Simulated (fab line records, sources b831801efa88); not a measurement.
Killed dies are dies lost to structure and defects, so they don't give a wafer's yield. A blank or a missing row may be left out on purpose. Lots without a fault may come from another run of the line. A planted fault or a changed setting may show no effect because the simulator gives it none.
Which tool did it? | flow sky130 | 6 lots, 18 wafers sampled, at 2 steps of a route of 708

WHAT THE GAUGES READ, wafer by wafer
SKY_LDD_LDN_TW_MEAS_13.
lot  | measured     | on            | LDD_LDN_TW
L923 | day 23 06:52 | film_metro-01 | 1489 1488 1486
L926 | day 24 03:41 | film_metro-02 | 1475 1478 1487
L930 | day 25 16:47 | film_metro-01 | 1480 1484 1485
L932 | day 26 16:45 | film_metro-04 | 1506 1500 1510
L934 | day 27 04:54 | film_metro-01 | 1492 1486 1494
L944 | day 30 08:17 | film_metro-04 | 1606 1606 1605

WHICH TOOL RAN EACH LOT (tool, then ch and the chambers of the sampled wafers, then the start)
lot  | SKY_LDD_LDN_IMPLANT_10
L923 | implanter-03 ch 0, day 23 06:28
L926 | implanter-04 ch 0, day 24 03:17
L930 | implanter-04 ch 0, day 25 16:23
L932 | implanter-03 ch 0, day 26 16:22
L934 | implanter-03 ch 0, day 27 04:31
L944 | implanter-01 ch 0, day 30 07:34
- SKY_LDD_LDN_IMPLANT_10

THE ANSWER, worked out from the rows above alone
Rule: what is usual is taken from the lots themselves. Put in order of their means at a reading, lots are off if they are a third of the lots or fewer, leave a main group of 4 or more, and stand apart from it by a gap of 3 or more times the standard deviation of the main group's means; of several such gaps the widest counts. A main group whose means are all the same, to the digits that the tables above print for the reading, isn't used. A lot without any number at a reading at which 4 lots or more have one is off too. The other lots that the step has rows for count as sound.
Off: L944, at SKY_LDD_LDN_TW_MEAS_13 (LDD_LDN_TW). The main group: mean 1489, standard deviation 8.8.
A tool fits if, at a process step before that reading, it ran every lot that is off, and no sound lot after the first of them. The gauges at SKY_LDD_LDN_TW_MEAS_13 are tried like those tools. Can't be told from this: 2 tools fit, implanter-01 at SKY_LDD_LDN_IMPLANT_10, film_metro-04 at SKY_LDD_LDN_TW_MEAS_13.

WHAT THE SIMULATOR HAD PUT IN
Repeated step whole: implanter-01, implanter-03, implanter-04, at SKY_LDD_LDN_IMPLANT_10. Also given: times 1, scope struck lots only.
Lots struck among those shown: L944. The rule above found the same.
